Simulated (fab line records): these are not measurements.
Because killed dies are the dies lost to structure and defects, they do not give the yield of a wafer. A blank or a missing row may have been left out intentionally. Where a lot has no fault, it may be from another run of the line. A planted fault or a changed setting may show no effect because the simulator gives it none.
A struck lot beside a sound one || flow gf180mcu || 14 out of 602 route steps
Sound: wafers L386.2, L386.5, L386.6. Wafers struck: L395.1, L395.2, L395.6. The cause is named last.
Order at every step that has rows: each side's tool, ch and its chambers, its first start. Under that, the readings that differ: sound wafers || struck wafers || difference of the means || sigmas: that difference in standard deviations of wafers without a fault.
alike: words and numbers the same on both sides, and readings whose means are apart by under 2 such deviations; not compared: readings that were withheld, readings missing a value for some wafer, numbers with overlapping values and no deviation given by the record, and bounds like >300 which may hide the same value.
A row with sigmas, a row that says differs or no value, or rows on one side alone: a step with any of these is where the two part. Numbers that have no deviation but don't overlap get no sigmas and don't part them. A reading that every wafer of one side lacks parts them only if that side has two wafers or more.

GF_M1_SPUTTER_00: material Ti, target thk 37.5 nm, time 150 s.
  struck on pvd_sputter-02, day 21 18:05; sound on pvd_sputter-01, day 18 12:35
  alike: cathode_dc_power_W, throttle_valve_pct
GF_M1_SPUTTER_01: material TiN, target thk 30 nm, time 25 s.
  struck on pvd_sputter-02, day 21 18:11; sound on pvd_sputter-01, day 18 12:41
  alike: cathode_dc_power_W, throttle_valve_pct
GF_M1_SPUTTER_02: material AlCu, target thk 450 nm, time 23.9 s.
  struck on pvd_sputter-02, day 21 18:13; sound on pvd_sputter-01, day 18 12:44
  alike: cathode_dc_power_W, throttle_valve_pct
GF_M1_SPUTTER_03: material Ti, target thk 10 nm, time 6.7 s.
  struck on pvd_sputter-02, day 21 18:15; sound on pvd_sputter-01, day 18 12:46
  alike: cathode_dc_power_W, throttle_valve_pct
GF_M1_SPUTTER_04: material TiN, target thk 50 nm, time 41.7 s.
  struck on pvd_sputter-02, day 21 18:16; sound on pvd_sputter-01, day 18 12:47
  alike: cathode_dc_power_W, throttle_valve_pct
GF_M1_RS_MEAS_05: uses a four-point probe to measure.
  struck on film_metro-01, day 21 18:19; sound on film_metro-02, day 18 12:50
  alike: M1_ALCU_RS
GF_M1_THK_MEAS_06: measures by xrf.
  struck on film_metro-01, day 21 18:26; sound on film_metro-02, day 18 12:57
  alike: M1_ALCU_THK
then, 5 steps without rows for these wafers: GF_M1_DEHYDRATE_07 (time 60 s); GF_M1_HMDS_08 (prime time 60 s); GF_M1_COAT_09 (resist thk 1000 nm); GF_M1_SOFTBAKE_10 (time 60 s); GF_M1_EXPOSE_11 (exposes mask Metal1, target cd 230 nm).
GF_M1_PEB_12: peb time 90 s.
  struck on litho_track-03, day 22 17:38; sound on litho_track-04 ch 0, day 19 12:20
  no value came back on the struck wafers for chill_plate_temp_C (C), exhaust_pa (Pa), plate_temp_C (C); on the sound wafers chill_plate_temp_C (C) reads 22.97 22.73 22.89
then, 1 step without rows for these wafers: GF_M1_DEVELOP_13 (develop time 60 s).

## WHERE THEY PART
Only at GF_M1_PEB_12, as far as this record shows.

WHY: the cause the simulator had injected
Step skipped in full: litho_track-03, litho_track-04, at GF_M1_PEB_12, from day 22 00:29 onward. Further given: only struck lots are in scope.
